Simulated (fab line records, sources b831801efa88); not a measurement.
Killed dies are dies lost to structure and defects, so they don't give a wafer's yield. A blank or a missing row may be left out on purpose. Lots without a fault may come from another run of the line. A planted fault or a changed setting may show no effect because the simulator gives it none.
Which tool did it? | flow gf180mcu | 7 lots, 21 wafers sampled, at 2 steps of a route of 602

WHAT THE GAUGES READ, wafer by wafer
GF_POLY_GATE_CD_MEAS_18.
lot  | measured     | on        | cd_nm (nm)
L484 | day 9 16:55  | cd_sem-02 | 280.1 279.5 280.3
L486 | day 10 00:58 | cd_sem-02 | 280.8 280.5 278.5
L488 | day 10 14:40 | cd_sem-02 | 280.1 278.5 276.6
L490 | day 11 04:52 | cd_sem-02 | 280.9 279.2 279.0
L499 | day 13 18:04 | cd_sem-01 | 281.9 280.6 280.9
L502 | day 14 20:51 | cd_sem-02 | 277.0 278.3 276.5
L504 | day 16 04:40 | cd_sem-01 | 280.1 282.0 280.1

WHICH TOOL RAN EACH LOT (tool, then ch and the chambers of the sampled wafers, then the start)
lot  | GF_VT_IMPLANT_STRIP_31
L484 | plasma_asher-03 ch 0,1, day 7 02:40
L486 | plasma_asher-02 ch 0,1, day 7 10:53
L488 | plasma_asher-04 ch 0,1, day 8 02:16
L490 | plasma_asher-03 ch 0,1, day 8 16:04
L499 | plasma_asher-03 ch 0,1, day 11 01:01
L502 | plasma_asher-03 ch 0,1, day 12 00:37
L504 | plasma_asher-03 ch 0,1, day 13 03:43
- GF_VT_IMPLANT_STRIP_31: strips in O2/N2.

THE ANSWER, worked out from the rows above alone
Rule: what is usual is taken from the lots themselves. Put in order of their means at a reading, lots are off if they are a third of the lots or fewer, leave a main group of 4 or more, and stand apart from it by a gap of 3 or more times the standard deviation of the main group's means; of several such gaps the widest counts. A main group whose means are all the same, to the digits that the tables above print for the reading, isn't used. A lot without any number at a reading at which 4 lots or more have one is off too. The other lots that the step has rows for count as sound.
No lot is off at any reading shown: from this, nothing can be told.

WHAT THE SIMULATOR HAD PUT IN
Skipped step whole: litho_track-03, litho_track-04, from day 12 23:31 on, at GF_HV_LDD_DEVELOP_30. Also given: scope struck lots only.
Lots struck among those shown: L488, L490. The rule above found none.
